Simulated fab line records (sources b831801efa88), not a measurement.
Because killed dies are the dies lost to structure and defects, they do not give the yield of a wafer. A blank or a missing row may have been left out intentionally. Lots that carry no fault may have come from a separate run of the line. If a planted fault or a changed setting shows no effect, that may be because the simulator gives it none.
Chamber matching | flow gf180mcu | 3 sister chambers for GF_V1_CVD_02 on pecvd-02
The step deposits SiO2 from TEOS, target thk 850 nm, time 94.851 s. 3 wafers are shown with their chamber, then 7 later ones without.

== WAFERS PAIRED WITH THEIR CHAMBERS ==
wafer  | chamber | heater_power_w (W)
L087.2 | 1       | 575
L091.1 | 2       | 732
L091.2 | 0       | 672

== WAFERS WITH NO CHAMBER GIVEN ==
wafer  | heater_power_w (W)
L091.6 | 754
L094.1 | 632
L094.2 | 638
L094.3 | 750
L095.1 | 661
L095.2 | 619
L095.6 | 645

== WHICH CHAMBER EACH ONE RAN IN ==
wafer  | from the rows above          | in truth
L091.6 | can't be placed: 2 or 0      | 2
L094.1 | can't be placed: 0 or 1 or 2 | 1
L094.2 | can't be placed: 0 or 1 or 2 | 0
L094.3 | can't be placed: 2 or 0      | 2
L095.1 | can't be placed: 0 or 2      | 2
L095.2 | can't be placed: 1 or 0      | 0
L095.6 | can't be placed: 0 or 1 or 2 | 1
Placed correctly: 0 of 7. From these rows, 7 cannot be placed; in 7 the true chamber is one of the candidates. Wrongly placed: 0.
How it was worked out, from the rows above alone: a wafer's distance from a chamber is the root of the sum, over the readings, of the square of ((its reading less the chamber's mean) divided by the reading's scatter). The wafer belongs to the nearest chamber; if the next one is less than 2 further off, it can't be placed. The mean given for a chamber averages the wafers shown for that chamber. The scatter: with one shown wafer a chamber, the root of the mean of the squares of how far each hidden wafer lies from its nearest shown one.
